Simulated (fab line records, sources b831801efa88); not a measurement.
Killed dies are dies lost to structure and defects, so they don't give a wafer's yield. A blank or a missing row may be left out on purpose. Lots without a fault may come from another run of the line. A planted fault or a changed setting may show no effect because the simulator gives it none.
A struck lot beside a sound one | flow sky130 | 44 steps out of a route of 708
Sound: wafers L514.2, L514.4, L514.6. Struck: wafers L527.2, L527.6. (L527.3 of the same lot was not struck and is left out.) The cause comes at the end.
At each step with rows: each side's tool, then ch and its chambers, then its first start. Under that, the readings that differ: sound wafers | struck wafers | difference of the means | sigmas: that difference in standard deviations of wafers without a fault.
alike: readings whose means differ by less than 2 such deviations, and words and numbers that are the same on both sides. not compared: withheld readings, readings that some wafer has no value for, bounds like >300 that may hide the same value, and numbers for which the record gives no deviation and whose values overlap.
The two part at a step that has a row with sigmas, a row that says differs or no value, or rows on one side only. Numbers that don't overlap but have no deviation are shown without sigmas and don't part them. A reading that every wafer of one side lacks parts them only if that side has two wafers or more.

first, 4 steps without rows for these wafers: SKY_VIA2_CLEAN_18 (cleans in IPA, time 180 s); SKY_VIA2_CLEAN_19 (cleans in O3/DIW); SKY_VIA2_SPUTTER_20 (material TiN, target thk 20 nm, time 80 s); SKY_VIA2_CVD_21 (deposits W, target thk 420 nm, time 126.4 s).
SKY_VIA2_RS_MEAS_22: measures by four-point-probe.
  sound on film_metro-02, day 37 15:15; struck on film_metro-02, day 42 08:19
  alike: VIA2_W_RS
SKY_VIA2_THK_MEAS_23: measures by xrf.
  sound on film_metro-02, day 37 15:22; struck on film_metro-02, day 42 08:26
  alike: VIA2_W_THK
then, 4 steps without rows for these wafers: SKY_VIA2_CMP_24 (polishes, stops on SiO2, t overpolish 20 s, target thk 0 nm); SKY_METAL3_SPUTTER_00 (material Ti, target thk 15 nm, time 10 s); SKY_METAL3_SPUTTER_01 (material TiN, target thk 20 nm, time 16.7 s); SKY_METAL3_SPUTTER_02 (material AlCu, target thk 735 nm, time 39.1 s).
SKY_METAL3_SPUTTER_03: material Ti, target thk 5 nm, time 3.3 s.
  sound on pvd_sputter-04, day 37 15:48; struck on pvd_sputter-01, day 42 08:52
  alike: throttle_valve_pct
SKY_METAL3_SPUTTER_04: material TiN, target thk 70 nm, time 58.3 s.
  sound on pvd_sputter-04, day 37 15:49; struck on pvd_sputter-01, day 42 08:53
  alike: throttle_valve_pct
SKY_CAPM_CVD_00: deposits SiO2, target thk 15.5 nm.
  sound on pecvd-01 ch 0,1, day 37 15:52; struck on pecvd-03 ch 0,1, day 42 08:56
  reading                               | sound             | struck      | difference | sigmas
  model.SiO2_of_CAPM_CVD_00.thk_nm (nm) | 15.54 15.56 15.86 | 27.33 27.62 | +11.82     |
  alike: heater_power_w
SKY_CAPM_THK_MEAS_01:
  sound on film_metro-02, day 37 15:54; struck on film_metro-02, day 42 08:58
  reading              | sound             | struck      | difference | sigmas
  CAPM_CVD_00_THK (nm) | 15.51 15.61 15.84 | 27.31 27.61 | +11.81     | +49
then, 1 step without rows for these wafers: SKY_CAPM_SPUTTER_02 (material TiN, target thk 200 nm, time 166.7 s).
SKY_CAPM_RS_MEAS_03: measures by four-point-probe.
  sound on film_metro-01, day 37 16:05; struck on film_metro-01, day 42 09:08
  alike: CAPM_TIN_RS
SKY_CAPM_THK_MEAS_04: measures by xrf.
  sound on film_metro-01, day 37 16:11; struck on film_metro-01, day 42 09:15
  alike: CAPM_TIN_THK
then, 7 steps without rows for these wafers: SKY_CAPM_DEHYDRATE_05 (time 60 s); SKY_CAPM_HMDS_06 (prime time 60 s); SKY_CAPM_COAT_07 (resist thk 1140 nm); SKY_CAPM_SOFTBAKE_08 (time 60 s); SKY_CAPM_EXPOSE_09 (exposes mask CAPM, target cd 1000 nm); SKY_CAPM_PEB_10; SKY_CAPM_DEVELOP_11 (develop time 60 s).
SKY_CAPM_OVL_MEAS_12:
  sound on overlay-02, day 38 18:08; struck on overlay-02, day 43 07:17
  alike: CAPM_OVL
SKY_CAPM_METAL_ETCH_13: etches TiN in Cl2/BCl3, stops on SiO2, target depth 220 nm, time 62.9 s.
  sound on rie_metal-02 ch 0,1, day 38 18:10; struck on rie_metal-02 ch 0,1, day 43 07:19
  alike: drypump_motor_current_A, oes_product_au, throttle_valve_pct
  not compared: rf_hours_counter_h
SKY_CAPM_STRIP_14: strips in O2/N2.
  sound on plasma_asher-03 ch 0,1, day 38 18:14; struck on plasma_asher-02 ch 0,1, day 43 07:23
  alike: drypump_motor_current_A, oes_product_au, strip_time_to_endpoint_s
  not compared: rf_hours_counter_h
then, 11 steps without rows for these wafers: SKY_CAPM_STRIP_15 (strips in post etch residue remover, time 1200 s); SKY_CAPM_CLEAN_16 (cleans in IPA, time 180 s); SKY_CAPM_CLEAN_17 (cleans in O3/DIW); SKY_METAL3_DEHYDRATE_05 (time 60 s); SKY_METAL3_HMDS_06 (prime time 60 s); SKY_METAL3_COAT_07 (resist thk 60 nm); SKY_METAL3_COAT_08 (resist thk 1140 nm); SKY_METAL3_SOFTBAKE_09 (time 90 s); SKY_METAL3_EXPOSE_10 (exposes mask MM3, target cd 300 nm); SKY_METAL3_PEB_11; SKY_METAL3_DEVELOP_12 (develop time 60 s).
SKY_METAL3_CD_MEAS_13: target cd 300 nm.
  sound on cd_sem-01, day 39 21:32; struck on cd_sem-02, day 44 06:20
  alike: cd_nm
SKY_METAL3_OVL_MEAS_14:
  sound on overlay-02, day 39 21:39; struck on overlay-02, day 44 06:27
  alike: METAL3_OVL
SKY_METAL3_DESCUM_15: chemistry O2, time 8 s.
  sound on rie_metal-03 ch 0,1, day 39 21:41; struck on rie_metal-01 ch 0,1, day 44 06:29
  alike: drypump_motor_current_A, oes_product_au
  not compared: rf_hours_counter_h
then, 1 step without rows for these wafers: SKY_METAL3_ETCH_16 (etches BARC in N2/H2, stops on SiO2, time 88.2 s, target depth 60 nm).
SKY_METAL3_ETCH_17: etches SiO2 in C4F8/O2/Ar, stops on TiN, time 3.9 s, target depth 15 nm.
  sound on rie_diel-02 ch 0,2, day 39 21:49; struck on rie_diel-03 ch 1,3, day 44 06:37
  reading                  | sound             | struck      | difference | sigmas
  oes_product_au (a.u.)    | 0.759 0.763 0.767 | 1.002 0.999 | +0.237     | +32
  model.etch.depth_nm (nm) | 15.54 15.56 15.86 | 25.94 25.5  | +10.07     |
  not compared: rf_hours_counter_h
-- the record jumps here: 6 days lie between the struck wafers' starts before and after (it left off in module METAL3 and takes up again in module PAD_OPEN, whose first step shown is number 708 of the route) --
SKY_PAD_OPEN_PROBE_99:
  sound on prober-02, day 46 21:51; struck on prober-01, day 50 06:39
  reading                               | sound              | struck     | difference | sigmas
  model.etest.tester.sort_n_pass        | 403 394 400        | 0 0        | -399       |
  model.etest.tester.sort_yield_pct (%) | 81.91 80.08 81.3   | 0 0        | -81        |
  model.etest.tester.sort_bin_3_pct (%) | 0.4065 1.016 1.626 | 82.19 80.4 | +80.28     |
  model.etest.res_xhigh_po.short        | 0 0 0              | 1 1        | +1         |
  model.etest.res_high_po.short         | 0 0 0              | 1 1        | +1         |
  model.etest.res_deep_nwell.short      | 0 0 0              | 1 1        | +1         |
  model.etest.met2.short                | 0 0 0              | 1 1        | +1         |
  model.etest.licon_ndiff.short         | 0 0 0              | 1 1        | +1         |
  alike: defect_limited_yield, killed_at_M0_to_M3, killed_at_M4_up, killed_at_contacts, killed_at_front_end, killed_at_other, killed_dies, killed_open, killed_short

WHERE THEY PART
First at SKY_CAPM_THK_MEAS_01; last, within this record, at SKY_METAL3_ETCH_17. Later steps at which nothing parts them and some readings are alike: SKY_PAD_OPEN_PROBE_99.

WHY: what the simulator had put in
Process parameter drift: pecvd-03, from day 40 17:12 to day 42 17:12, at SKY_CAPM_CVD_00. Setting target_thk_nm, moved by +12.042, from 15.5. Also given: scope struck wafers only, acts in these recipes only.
